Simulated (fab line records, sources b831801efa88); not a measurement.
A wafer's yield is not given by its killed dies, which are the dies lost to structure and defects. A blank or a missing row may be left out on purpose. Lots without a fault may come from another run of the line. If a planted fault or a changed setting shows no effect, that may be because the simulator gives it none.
Problem report in the 8D (eight disciplines) form, filled by code + flow gf180mcu + the parts of the form that need people (team, actions taken, sign-off) are left out

1. WHAT WENT WRONG
Wafers without a fault read 169.93, standard deviation 0.17; exposure dose mJ cm2 at GF_TOP_METAL_EXPOSE_11 reads a mean of 171.85 on 9 wafers belonging to 3 lots. That puts it +11 standard deviations away from the usual mean.
The step: exposes mask MetalTop, target cd 440 nm.
First seen on wafer L537.1, day 32 02:17, on iline stepper-01. The record holds 42 wafers of 14 lots with a number at this step. Rule for "out" (also "out of limits"): further than 4 standard deviations from the usual mean. The rest of the wafers with a number are treated as sound.

2. WHAT IT IS, AND WHAT IT ISN'T
| question                    | is                     | is not                                                                    |
|-----------------------------|------------------------|---------------------------------------------------------------------------|
| which readings at this step | exposure dose mJ cm2   | -                                                                         |
| which lots                  | L537, L540, L541       | L522, L523, L524, L525, L526, L527, L528, L531, L532, L538, L544          |
| which wafers of those lots  | all that have a number | -                                                                         |
| read on which tools         | iline stepper-01       | iline stepper-02                                                          |
| when                        | from day 32 02:17      | up to then (27 sound wafers); but 6 sound wafers of L538, L544 came after |

3. THE SUSPECTS, EACH WITH WHAT RULES IT OUT
Counting: a tool at a process step up to the reading stays a suspect if it ran every lot that is out and no sound lot after the first of them.
- iline stepper-01 at GF_TOP_METAL_EXPOSE_11 (exposes mask MetalTop, target cd 440 nm): kept. Every lot that is out went through it, starting with L537 (day 32 02:17), and after that it ran no sound lot; the last sound lot it ran before then is L523 (day 27 21:35). Its own readings are out on those wafers: exposure dose mJ cm2.
After counting, what remains is iline stepper-01 at GF_TOP_METAL_EXPOSE_11.

4. THE CAUSE (what the simulator had put in)
Drift in process parameters on iline stepper-01 at GF_TOP_METAL_EXPOSE_11, starting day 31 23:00. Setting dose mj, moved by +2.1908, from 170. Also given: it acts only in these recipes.
The count eliminated every tool but this one.

5. THE CHAIN OF EFFECTS, in route order
Rows list readings where the struck wafers' mean (over those with a number) sits beyond 3 standard deviations from the usual. Readings are gone through only where the record gives a usual standard deviation; hours: the median, over the lots, of the time from a lot's start at the first step in this table giving one to that lot's start at this step; sigmas: the change measured in usual standard deviations.
| hours | step                   | reading              | usual  | on struck wafers | change | sigmas |
|-------|------------------------|----------------------|--------|------------------|--------|--------|
| 0     | GF_TOP_METAL_EXPOSE_11 | exposure dose mJ cm2 | 169.93 | 171.85           | +1.92  | +11    |
Its process steps:
- GF_TOP_METAL_EXPOSE_11: exposes mask MetalTop, target cd 440 nm.
Later measuring or inspecting steps at which every struck wafer that the step has a row for has a number for every such reading, and none has moved that far: GF_TOP_METAL_OVL_MEAS_15.

6. WHAT WOULD HAVE CAUGHT IT SOONER
3 hours passed between the start of the fault at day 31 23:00 and the first reading out of limits in this record, taken at day 32 02:17.
